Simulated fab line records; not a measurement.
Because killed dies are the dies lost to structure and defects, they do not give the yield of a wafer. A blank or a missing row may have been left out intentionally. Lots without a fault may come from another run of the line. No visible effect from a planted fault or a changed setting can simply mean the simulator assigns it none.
2 desks looking at one fault / flow sky130 / only its own numbers are on each desk; what lay behind them is given at the end

## METROLOGY DESK
Lot by lot, what the gauges showed, no matter which tool ran the lot: averages of those sampled wafers that carry a number. Any lot whose mean is over 4 standard deviations away from the usual mean is out of limits and marked OUT; that distance is given in the brackets.
Columns: A = VIA2_W_THK at SKY_VIA2_THK_MEAS_23, usual 432 nm; B = CAPM_OVL at SKY_CAPM_OVL_MEAS_12, usual -0.7 nm
lot=L724; first seen here=day 36 10:01; A=430; B=-1.7
lot=L727; first seen here=day 37 17:34; A=437; B=-1.1
lot=L728; first seen here=day 38 09:05; A=446; B=0.0
lot=L729; first seen here=day 38 12:32; A=420; B=-0.6
lot=L730; first seen here=day 38 14:58; A=422; B=-1.4
lot=L732; first seen here=day 39 11:31; A=423; B=-2.0
lot=L733; first seen here=day 39 18:40; A=432; B=2.2
lot=L739; first seen here=day 41 00:34; A=436; B=-0.0
lot=L740; first seen here=day 41 05:52; A=433; B=-1.9
lot=L742; first seen here=day 41 19:52; A=426; B=-1.8
lot=L746; first seen here=day 43 02:08; A=431; B=-0.5
lot=L747; first seen here=day 43 11:12; A=436; B=-0.8
Finding of this desk: none of the 12 lots has anything out of limits.

## AT THE TOOL OWNER'S DESK: pvd_sputter-02
At SKY_METAL4_SPUTTER_04 (material TiN, target thk 70 nm, time 58.3 s) the tool's own readings: per lot run on this tool, the mean of the sampled wafers that have a number. Any lot whose mean is over 4 standard deviations away from the usual mean is out of limits and marked OUT; that distance is given in the brackets.
Columns: A = chamber_pressure_pa at SKY_METAL4_SPUTTER_04, usual 0.4001 Pa; B = throttle_valve_pct at SKY_METAL4_SPUTTER_04, usual 30.1 %
lot=L729; first seen here=day 41 17:49; A=0.3986; B=29.8
lot=L730; first seen here=day 41 20:38; A=0.3997; B=29.4
lot=L732; first seen here=day 42 15:55; A=0.3720 (-36) OUT; B=30.5
lot=L733; first seen here=day 42 22:46; A=0.3716 (-37) OUT; B=31.0
lot=L746; first seen here=day 46 00:16; A=0.4003; B=29.2
lot=L747; first seen here=day 46 07:58; A=0.4002; B=30.0
This desk's finding: out of limits on L732, L733; first on L732, day 42 15:55 (chamber_pressure_pa at SKY_METAL4_SPUTTER_04). L729, L730, L746, L747 stayed within limits.

## PUT TOGETHER
An alarm could have come from the tool owner's desk at day 42 15:55, on L732, L733.
Metrology desk: nothing out of limits seen.
The metrology desk has L732, L733 on record, within its limits.
Every lot named ran SKY_METAL4_SPUTTER_04 on pvd_sputter-02.

## WHAT THE SIMULATOR HAD INSERTED
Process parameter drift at SKY_METAL4_SPUTTER_04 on pvd_sputter-02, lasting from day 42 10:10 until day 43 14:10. From 0.4, the setting chamber_pressure_pa moved by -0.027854. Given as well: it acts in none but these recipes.
Shown lots that were struck: L732, L733.
Delay in hours, fault start to first out-of-limits reading, by desk: the tool owner's desk at 6.
